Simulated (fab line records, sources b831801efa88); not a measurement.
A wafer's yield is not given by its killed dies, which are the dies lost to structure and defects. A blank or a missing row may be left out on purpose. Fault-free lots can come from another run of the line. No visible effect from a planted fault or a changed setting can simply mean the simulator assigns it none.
The same fault as seen by 2 desks	flow sky130	what lay behind the numbers comes last; until then each desk has only its own

== AT THE METROLOGY DESK ==
What the gauges read for every lot (on any tool): the sampled wafers with a number, averaged. Marked OUT: a lot whose mean sits more than 4 standard deviations from the usual mean, which makes it out of limits; the brackets give that distance.
Columns: A = LI_CONTACT_W_RS at SKY_LI_CONTACT_RS_MEAS_22, usual 0.286 ohm/sq; B = CONTACT_CVD_00_THK at SKY_CONTACT_THK_MEAS_01, usual 75.2 nm
lot	first seen here	A	B
L970	day 29 14:25	0.286	75.5
L969	day 29 16:55	0.283	74.0
L972	day 30 05:08	0.287	74.6
L971	day 30 08:46	0.286	75.7
L973	day 30 15:47	0.285	75.4
L976	day 31 15:37	0.285	75.4
L975	day 31 18:32	0.290	75.3
L978	day 32 09:35	0.286	74.9
L980	day 32 19:14	0.287	76.3
L982	day 33 17:06	0.285	73.3
L989	day 35 11:13	0.283	75.6
L990	day 35 14:56	0.286	74.8
Finding of this desk: none of the 12 lots has anything out of limits.

== FOR THE TOOL OWNER'S DESK: pecvd-03 ==
The tool's own readings at SKY_CONTACT_CVD_00 (deposits Si3N4, target thk 75 nm): means of the sampled wafers that have a number, for each lot that ran on this tool. Marked OUT: a lot whose mean sits more than 4 standard deviations from the usual mean, which makes it out of limits; the brackets give that distance.
Columns: A = heaterPowerW at SKY_CONTACT_CVD_00, usual 709 W; B = rfFwdPowerW at SKY_CONTACT_CVD_00, usual 444.0 W
lot	first seen here	A	B
L970	day 30 21:34	670	445.3
L973	day 31 20:53	652	444.2
L976	day 32 19:02	686	443.0
L978	day 33 14:11	660	442.5
L982	day 34 20:52	576	443.2
Finding of this desk: none of the 5 lots has anything out of limits.

== ALL TOGETHER ==
The metrology desk saw nothing out of limits.
The tool owner's desk saw nothing out of limits.

== WHAT HAD BEEN PUT IN BY THE SIMULATOR ==
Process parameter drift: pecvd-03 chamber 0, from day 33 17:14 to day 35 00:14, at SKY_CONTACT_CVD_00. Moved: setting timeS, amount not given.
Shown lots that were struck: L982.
